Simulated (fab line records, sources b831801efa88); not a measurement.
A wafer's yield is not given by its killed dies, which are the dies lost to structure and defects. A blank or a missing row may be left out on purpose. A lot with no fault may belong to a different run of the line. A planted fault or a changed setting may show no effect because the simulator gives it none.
fab line records ; flow sky130
record lots=11; wafers=33; lastDay=50
route steps=708 shown SD_N@351 LI_CONTACT@364 LOCAL_INTERCONNECT@400 CONTACT@407
lots that met no fault: from a run of the same line without faults
startH: the number of hours between the record's first day and the start of the first shown wafer of the lot ; waitH: time in hours since the lot's previous step ; " repeats the value in the row above ; L1.1+2: several wafers, shown together as one row ; - no value, or no start given ; * or withheld: withheld ; < > ~ a bound
route shown NAME@n: NAME is a module with steps in the file, n the number in the route of the first one ; usual: average and standard deviation across the fault-free wafers ; same: alike in all rows ; chamber/n: place in a boat ; sites: the reading at each site ; _std_site: their standard deviation ; _edge_site: the outer-site mean with the inner-site mean subtracted ; radiusMm: for every site, how far away it sits from the centre of the wafer ; mask NAME#n: copy n ; behind: the most recent tool/chamber to have shaped the wafer ; hold: why the lot was held/for how many hours/how that ended ; device: which transistor (n, p or np) failed to switch ; end of line: tests of these same wafers at the route's end ; a step without rows: its recipe alone ; killed: count of dies lost to structure and defects at first sort (not the wafer's yield) ; map: the dies of a wafer, with x for killed, . for not killed, _ for no die there
set.NAME: the setting as run; set.NAME@STEP: as run at that earlier step ; model.NAME: the simulator's own value behind a step, which no gauge read
steps of the route over a sample of lots; a table a step, a row a wafer
services: the hour from which a tool's chamber was out of use, counted from the record's first day as startH (under 0 if before that day), plus the number of hours and why
## steps
# step SKY_SD_N_IMPLANT_09
# recipe species=As; energyKev=50; doseCm2=4e+15; tiltDeg=0
# usual beamOnS=20.6/0.9; doseIonsCm2=4e+15/4.8e+12; endStationPressureTorr=1.19e-05/7.2e-07
lot.wafer;tool;chamber;startH;waitH;beamOnS;doseIonsCm2;endStationPressureTorr
L494.1;implanter-01;0;635.98;0.0;21.1;4.004e+15;1.22e-05
L494.3;implanter-01;0;635.98;0.0;20.1;4.003e+15;1.14e-05
L494.5;implanter-01;0;635.98;0.0;20.7;4.003e+15;1.22e-05
L495.1;implanter-04;0;638.07;0.0;20.1;4.002e+15;1.27e-05
L495.3;implanter-04;0;638.07;0.0;20.4;3.999e+15;1.22e-05
L495.5;implanter-04;0;638.07;0.0;19.9;4.004e+15;1.18e-05
L498.2;implanter-03;0;673.54;0.0;21.7;3.995e+15;1.11e-05
L498.3;implanter-03;0;673.54;0.0;21.6;3.995e+15;1.22e-05
L498.4;implanter-03;0;673.54;0.0;21.5;3.995e+15;1.13e-05
L501.2;implanter-03;0;705.90;0.0;21.9;3.998e+15;1.11e-05
L501.3;implanter-03;0;705.90;0.0;21.6;4.01e+15;1.13e-05
L501.6;implanter-03;0;705.90;0.0;22.2;4.002e+15;1.14e-05
L502.2;implanter-01;0;721.70;0.0;20.2;4.003e+15;1.2e-05
L502.3;implanter-01;0;721.70;0.0;20.5;4.005e+15;1.14e-05
L502.4;implanter-01;0;721.70;0.0;20.2;4.005e+15;1.14e-05
L506.1;implanter-01;0;762.33;0.0;27.7;5.598e+15;1.09e-05
L506.2;implanter-01;0;762.33;0.0;28.3;5.596e+15;1.05e-05
L506.6;implanter-01;0;762.33;0.0;29.1;5.603e+15;1.14e-05
L508.2;implanter-01;0;768.79;0.0;28.5;5.596e+15;1.19e-05
L508.4;implanter-01;0;768.79;0.0;28.0;5.6e+15;1.09e-05
L508.6;implanter-01;0;768.79;0.0;27.5;5.592e+15;1.16e-05
L510.1;implanter-04;0;774.17;0.0;20.1;4.004e+15;1.14e-05
L510.3;implanter-04;0;774.17;0.0;20.0;3.996e+15;1.18e-05
L510.5;implanter-04;0;774.17;0.0;19.8;4e+15;1.22e-05
L513.3;implanter-03;0;796.17;0.1;21.2;3.999e+15;1.11e-05
L513.4;implanter-03;0;796.17;0.1;21.5;3.998e+15;1.17e-05
L513.5;implanter-03;0;796.17;0.1;21.4;3.995e+15;1.08e-05
L512.1;implanter-03;0;798.82;0.0;21.0;3.992e+15;1.14e-05
L512.3;implanter-03;0;798.82;0.0;21.1;3.998e+15;1.13e-05
L512.4;implanter-03;0;798.82;0.0;21.6;3.996e+15;1.12e-05
L517.1;implanter-03;0;824.52;0.0;21.9;4.004e+15;1.1e-05
L517.2;implanter-03;0;824.52;0.0;22.3;4.002e+15;1.13e-05
L517.5;implanter-03;0;824.52;0.0;21.7;3.996e+15;1.18e-05
# step SKY_SD_N_STRIP_11
# recipe chemistry=O2/N2; powerW=1400; pressureMtorr=1500; platenTempC=withheld; o2FlowSccm=3000; n2FlowSccm=300; overashFraction=0.5
# usual drypumpMotorCurrentA=6.0/0.31; oesProductAu=0.527/0.0043; stripTimeToEndpointS=22.52/0.039
lot.wafer;tool;chamber;startH;waitH;drypumpMotorCurrentA;oesProductAu;rfHoursCounterH;stripTimeToEndpointS
L494.1;plasmaAsher-02;0;636.28;0.1;5.9;0.524;21;22.47
L494.3;plasmaAsher-02;1;636.28;0.1;5.5;0.525;-;22.43
L494.5;plasmaAsher-02;0;636.28;0.1;5.9;0.524;-;22.45
L495.1;plasmaAsher-02;0;638.37;0.1;5.9;0.531;21;22.60
L495.3;plasmaAsher-02;0;638.37;0.1;5.9;0.522;-;22.59
L495.5;plasmaAsher-02;1;638.37;0.1;5.6;0.527;-;22.59
L498.2;plasmaAsher-03;0;673.82;0.1;6.5;0.524;52;22.55
L498.3;plasmaAsher-03;0;673.82;0.1;6.5;0.528;-;22.54
L498.4;plasmaAsher-03;1;673.82;0.1;5.8;0.532;-;22.53
L501.2;plasmaAsher-04;0;706.17;0.1;6.0;0.539;104;22.51
L501.3;plasmaAsher-04;0;706.17;0.1;6.0;0.528;-;22.47
L501.6;plasmaAsher-04;1;706.17;0.1;6.3;0.527;-;22.47
L502.2;plasmaAsher-03;0;721.98;0.1;6.5;0.530;56;22.54
L502.3;plasmaAsher-03;0;721.98;0.1;6.4;0.530;-;22.53
L502.4;plasmaAsher-03;1;721.98;0.1;5.8;0.528;-;22.52
L506.1;plasmaAsher-04;0;762.63;0.1;6.0;0.517;2;23.40
L506.2;plasmaAsher-04;1;762.63;0.1;6.3;0.520;2;23.45
L506.6;plasmaAsher-04;1;762.63;0.1;6.3;0.511;-;23.42
L508.2;plasmaAsher-02;0;769.07;0.1;5.9;0.517;34;23.48
L508.4;plasmaAsher-02;1;769.07;0.1;5.5;0.516;-;23.52
L508.6;plasmaAsher-02;0;769.07;0.1;5.9;0.510;-;23.48
L510.1;plasmaAsher-03;1;774.47;0.1;5.8;0.528;61;22.53
L510.3;plasmaAsher-03;1;774.47;0.1;5.8;0.528;-;22.47
L510.5;plasmaAsher-03;0;774.47;0.1;6.5;0.533;-;22.48
L513.3;plasmaAsher-02;1;796.45;0.1;5.5;0.528;-;22.50
L513.4;plasmaAsher-02;0;796.45;0.1;5.9;0.530;-;22.57
L513.5;plasmaAsher-02;0;796.45;0.1;5.9;0.539;-;22.55
L512.1;plasmaAsher-02;1;799.12;0.1;5.6;0.525;37;22.49
L512.3;plasmaAsher-02;0;799.12;0.1;5.9;0.526;-;22.53
L512.4;plasmaAsher-02;1;799.12;0.1;5.6;0.524;-;22.55
L517.1;plasmaAsher-03;1;824.82;0.1;5.8;0.526;67;22.47
L517.2;plasmaAsher-03;0;824.82;0.1;6.5;0.525;67;22.50
L517.5;plasmaAsher-03;0;824.82;0.1;6.4;0.522;-;22.46
# step SKY_SD_N_RS_MEAS_16
# recipe thkMeasGauge=four-point-probe
# usual SD_N_RS=68.56/0.13
lot.wafer;tool;chamber;startH;waitH;hold;SD_N_RS[ohm/sq]
L494.1;filmMetro-03;-;636.66;0.1;-;68.37
L494.3;filmMetro-03;-;636.66;0.1;-;68.46
L494.5;filmMetro-03;-;636.66;0.1;-;68.26
L495.1;filmMetro-02;-;638.81;0.1;-;68.55
L495.3;filmMetro-02;-;638.81;0.1;-;68.62
L495.5;filmMetro-02;-;638.81;0.1;-;68.66
L498.2;filmMetro-02;-;674.23;0.1;-;68.71
L498.3;filmMetro-02;-;674.23;0.1;-;68.78
L498.4;filmMetro-02;-;674.23;0.1;-;68.85
L501.2;filmMetro-01;-;706.63;0.1;-;68.61
L501.3;filmMetro-01;-;706.63;0.1;-;68.59
L501.6;filmMetro-01;-;706.63;0.1;-;68.65
L502.2;filmMetro-02;-;722.38;0.1;-;68.53
L502.3;filmMetro-02;-;722.38;0.1;-;68.62
L502.4;filmMetro-02;-;722.38;0.1;-;68.69
L506.1;filmMetro-03;-;763.01;0.1;awaitDispo/0.2h/release;65.83
L506.2;filmMetro-03;-;763.01;0.1;awaitDispo/0.2h/release;66.14
L506.6;filmMetro-03;-;763.01;0.1;awaitDispo/0.2h/release;65.97
L506.1;filmMetro-03;-;763.37;0.3;-;65.91
L506.2;filmMetro-03;-;763.37;0.3;-;65.98
L506.6;filmMetro-03;-;763.37;0.3;-;66.06
L508.2;filmMetro-03;-;769.47;0.1;awaitDispo/0.2h/release;65.89
L508.4;filmMetro-03;-;769.47;0.1;awaitDispo/0.2h/release;65.87
L508.6;filmMetro-03;-;769.47;0.1;awaitDispo/0.2h/release;65.97
L508.2;filmMetro-03;-;769.83;0.3;-;65.80
L508.4;filmMetro-03;-;769.83;0.3;-;66.01
L508.6;filmMetro-03;-;769.83;0.3;-;65.96
L510.1;filmMetro-01;-;774.86;0.1;-;68.76
L510.3;filmMetro-01;-;774.86;0.1;-;68.76
L510.5;filmMetro-01;-;774.86;0.1;-;68.72
L513.3;filmMetro-02;-;796.84;0.1;-;68.54
L513.4;filmMetro-02;-;796.84;0.1;-;68.55
L513.5;filmMetro-02;-;796.84;0.1;-;68.65
L512.1;filmMetro-01;-;799.50;0.1;-;68.72
L512.3;filmMetro-01;-;799.50;0.1;-;68.77
L512.4;filmMetro-01;-;799.50;0.1;-;68.53
L517.1;filmMetro-02;-;825.21;0.1;-;68.62
L517.2;filmMetro-02;-;825.21;0.1;-;68.83
L517.5;filmMetro-02;-;825.21;0.1;-;68.65
# step SKY_LI_CONTACT_CMP_02
# recipe material=PSG; downForcePsi=4; platenRpm=60; padVelocityMS=0.94248
# usual motorCurrentA=11.6/1.1; timeToEndpointS=32.5/2.8
lot.wafer;tool;chamber;startH;waitH;motorCurrentA;timeToEndpointS
L494.1;cmp-01;2;637.20;0.1;13.4;32.5
L494.3;cmp-01;3;637.20;0.1;11.3;32.8
L494.5;cmp-01;2;637.20;0.1;13.4;33.0
L495.1;cmp-01;2;639.35;0.1;13.4;33.5
L495.3;cmp-01;1;639.35;0.1;13.0;36.8
L495.5;cmp-01;2;639.35;0.1;12.8;34.9
L498.2;cmp-02;1;674.75;0.0;11.9;25.6
L498.3;cmp-02;2;674.75;0.0;9.7;31.3
L498.4;cmp-02;3;674.75;0.0;11.6;28.3
L501.3;cmp-02;3;707.25;0.1;11.5;29.3
L501.2;cmp-02;0;707.25;0.1;11.2;34.1
L501.6;cmp-02;2;707.25;0.1;9.6;27.3
L502.2;cmp-01;0;722.90;0.0;10.8;33.9
L502.4;cmp-01;1;722.90;0.0;12.6;35.1
L502.3;cmp-01;3;722.90;0.0;11.4;37.9
L506.2;cmp-01;0;765.72;0.0;10.9;32.0
L506.1;cmp-01;3;765.72;0.0;11.1;35.3
L506.6;cmp-01;1;765.72;0.0;12.8;36.1
L508.4;cmp-01;2;775.07;0.4;12.8;29.3
L508.2;cmp-01;3;775.07;0.4;11.2;29.6
L508.6;cmp-01;2;775.07;0.4;13.4;30.8
L510.1;cmp-02;2;775.45;0.1;10.1;31.3
L510.3;cmp-02;3;775.45;0.1;11.4;31.3
L510.5;cmp-02;1;775.45;0.1;11.0;31.0
L513.3;cmp-01;2;797.39;0.1;13.2;33.2
L513.4;cmp-01;3;797.39;0.1;10.8;37.2
L513.5;cmp-01;2;797.39;0.1;13.8;32.7
L512.1;cmp-01;0;800.04;0.1;10.7;31.7
L512.3;cmp-01;1;800.04;0.1;12.3;34.4
L512.4;cmp-01;2;800.04;0.1;13.0;30.3
L517.2;cmp-01;3;825.92;0.2;11.2;35.9
L517.1;cmp-01;0;825.92;0.2;10.6;32.3
L517.5;cmp-01;0;825.92;0.2;10.6;31.1
# step SKY_LOCAL_INTERCONNECT_ETCH_13
# recipe chemistry=N2/H2; target=BARC; ionEnergyEv=200; biasW=100; pressureMtorr=30; n2FlowSccm=100; h2FlowSccm=200; icpW=500; stopOn=SiO2; timeS=45.9; targetDepthA=600
# usual drypumpMotorCurrentA=5.7/0.58; oesProductAu=0.853/0.0047; throttleValvePct=13.224/0.01
# same timeS=45.9
lot.wafer;tool;chamber;startH;waitH;drypumpMotorCurrentA;oesProductAu;rfHoursCounterH;throttleValvePct
L494.1;rieMetal-02;1;695.22;0.0;6.0;0.851;2;13.233
L494.3;rieMetal-02;1;695.22;0.0;6.0;0.850;-;13.229
L494.5;rieMetal-02;1;695.22;0.0;6.0;0.852;-;13.223
L495.1;rieMetal-04;0;696.97;0.0;6.4;0.855;9;13.223
L495.3;rieMetal-04;1;696.97;0.0;4.9;0.852;-;13.225
L495.5;rieMetal-04;0;696.97;0.0;6.4;0.850;-;13.221
L498.2;rieMetal-02;1;732.47;0.0;6.0;0.851;3;13.218
L498.3;rieMetal-02;1;732.47;0.0;6.0;0.854;-;13.229
L498.4;rieMetal-02;0;732.47;0.0;5.9;0.845;-;13.213
L501.2;rieMetal-04;1;763.70;0.0;4.9;0.857;1;13.244
L501.3;rieMetal-04;1;763.70;0.0;4.9;0.857;-;13.231
L501.6;rieMetal-04;0;763.70;0.0;6.4;0.849;-;13.228
L502.2;rieMetal-04;1;778.02;0.0;4.9;0.857;1;13.220
L502.3;rieMetal-04;0;778.02;0.0;6.4;0.850;-;13.226
L502.4;rieMetal-04;1;778.02;0.0;4.9;0.856;-;13.232
L506.1;rieMetal-03;0;819.07;0.0;5.5;0.847;0;13.230
L506.2;rieMetal-03;1;819.07;0.0;5.0;0.852;14;13.201
L506.6;rieMetal-03;1;819.07;0.0;5.0;0.853;-;13.234
L508.2;rieMetal-02;0;824.67;0.0;5.9;0.862;15;13.222
L508.4;rieMetal-02;0;824.67;0.0;5.9;0.856;-;13.224
L508.6;rieMetal-02;1;824.67;0.0;6.0;0.855;-;13.230
L510.1;rieMetal-02;0;830.77;0.0;5.9;0.853;16;13.234
L510.3;rieMetal-02;0;830.77;0.0;5.9;0.857;-;13.211
L510.5;rieMetal-02;0;830.77;0.0;5.9;0.852;-;13.217
L513.3;rieMetal-04;0;851.34;0.0;6.4;0.850;-;13.219
L513.4;rieMetal-04;1;851.34;0.0;4.9;0.858;-;13.212
L513.5;rieMetal-04;1;851.34;0.0;4.9;0.854;-;13.244
L512.1;rieMetal-04;0;854.02;0.0;6.4;0.852;15;13.241
L512.3;rieMetal-04;1;854.02;0.0;4.9;0.850;-;13.228
L512.4;rieMetal-04;0;854.02;0.0;6.4;0.851;-;13.214
L517.1;rieMetal-04;1;879.62;0.0;4.9;0.858;5;13.228
L517.2;rieMetal-04;0;879.62;0.0;6.4;0.854;17;13.211
L517.5;rieMetal-04;0;879.62;0.0;6.4;0.859;-;13.213
# step SKY_CONTACT_THK_MEAS_01
# recipe reads=Si3N4_of_CONTACT_CVD_00
# usual CONTACT_CVD_00_THK=74.8/0.96
lot.wafer;tool;chamber;startH;waitH;CONTACT_CVD_00_THK[nm]
L494.1;filmMetro-03;-;696.04;-;73.9
L494.3;filmMetro-03;-;696.04;-;73.7
L494.5;filmMetro-03;-;696.04;-;75.4
L495.1;filmMetro-04;-;697.76;-;73.1
L495.3;filmMetro-04;-;697.76;-;74.0
L495.5;filmMetro-04;-;697.76;-;73.9
L498.2;filmMetro-04;-;733.25;-;75.2
L498.3;filmMetro-04;-;733.25;-;74.4
L498.4;filmMetro-04;-;733.25;-;75.2
L501.2;filmMetro-01;-;764.45;-;74.0
L501.3;filmMetro-01;-;764.45;-;73.8
L501.6;filmMetro-01;-;764.45;-;74.5
L502.2;filmMetro-03;-;778.81;-;74.6
L502.3;filmMetro-03;-;778.81;-;74.2
L502.4;filmMetro-03;-;778.81;-;74.9
L506.1;filmMetro-03;-;819.81;-;75.2
L506.2;filmMetro-03;-;819.81;-;75.2
L506.6;filmMetro-03;-;819.81;-;76.0
L508.2;filmMetro-04;-;825.44;-;74.9
L508.4;filmMetro-04;-;825.44;-;74.9
L508.6;filmMetro-04;-;825.44;-;76.3
L510.1;filmMetro-04;-;831.52;-;73.7
L510.3;filmMetro-04;-;831.52;-;75.2
L510.5;filmMetro-04;-;831.52;-;75.9
L513.3;filmMetro-04;-;852.08;-;74.1
L513.4;filmMetro-04;-;852.08;-;75.7
L513.5;filmMetro-04;-;852.08;-;74.7
L512.1;filmMetro-04;-;854.76;-;75.0
L512.3;filmMetro-04;-;854.76;-;73.8
L512.4;filmMetro-04;-;854.76;-;74.9
L517.1;filmMetro-01;-;880.36;-;74.7
L517.2;filmMetro-01;-;880.36;-;76.2
L517.5;filmMetro-01;-;880.36;-;75.5
## services
tool;chamber;startH;hours;kind
implanter-03;-;613.24;29.3;pm
cmp-02;-;623.33;1.4;repair
cmp-01;-;632.21;2.1;repair
implanter-03;-;642.58;9.9;pm
cmp-02;-;642.97;2.8;repair
implanter-01;-;668.99;2.9;pm
cmp-02;-;669.88;0.2;repair
plasmaAsher-02;-;682.81;1.2;repair
cmp-01;-;685.82;1.6;repair
plasmaAsher-03;-;695.68;0.5;repair
plasmaAsher-03;-;707.93;1.4;repair
plasmaAsher-03;-;728.29;8.6;repair
plasmaAsher-04;-;733.75;9.0;pm
cmp-02;-;742.80;4.5;pm
cmp-02;-;747.28;4.0;pm
cmp-02;-;749.93;1.6;repair
implanter-03;-;783.27;1.4;repair
cmp-02;-;785.98;45.4;repair
plasmaAsher-04;-;788.76;44.5;pm
implanter-01;-;798.09;1.1;repair
cmp-02;-;798.75;1.2;repair
implanter-03;-;811.08;7.8;pm
plasmaAsher-03;-;857.78;0.9;repair
cmp-01;-;863.55;12.2;pm
## key
firstSign step=SKY_SD_N_IMPLANT_09; reading=doseIonsCm2; direction=up; sigmas=99+; usual=*; struck=*
effect step=SKY_SD_N_IMPLANT_09; reading=beamOnS; direction=up; sigmas=8.5; usual=20.6; struck=28.2
effect step=SKY_SD_N_STRIP_11; reading=stripTimeToEndpointS; direction=up; sigmas=24; usual=*; struck=*
effect step=SKY_SD_N_RS_MEAS_16; reading=visit; direction=added
effect step=SKY_SD_N_RS_MEAS_16; reading=SD_N_RS; direction=down; sigmas=20; usual=68.56; struck=65.94
metAt SKY_SD_N_IMPLANT_09
struckLots L506,L508
testerLeftOut L506,L508
notActingAt SKY_LI_CONTACT_CMP_02,SKY_LOCAL_INTERCONNECT_ETCH_13,SKY_CONTACT_THK_MEAS_01
onsetBetween 721.70 762.33
fault kind=processParameterDrift; tool=implanter-01; chamber=-; onsetH=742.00; steps=SKY_SD_N_IMPLANT_09; channel=doseCm2; offset=*; shape=step; endH=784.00; actsIn=*; stated=*
# testerLeftOut: of these lots the tester's yield and bins aren't shown, on N5 and GAA mostly nor the transistor test; their killed dies are dies lost to structure and defects alone, not to doping, threshold or leakage, so they don't give the yield
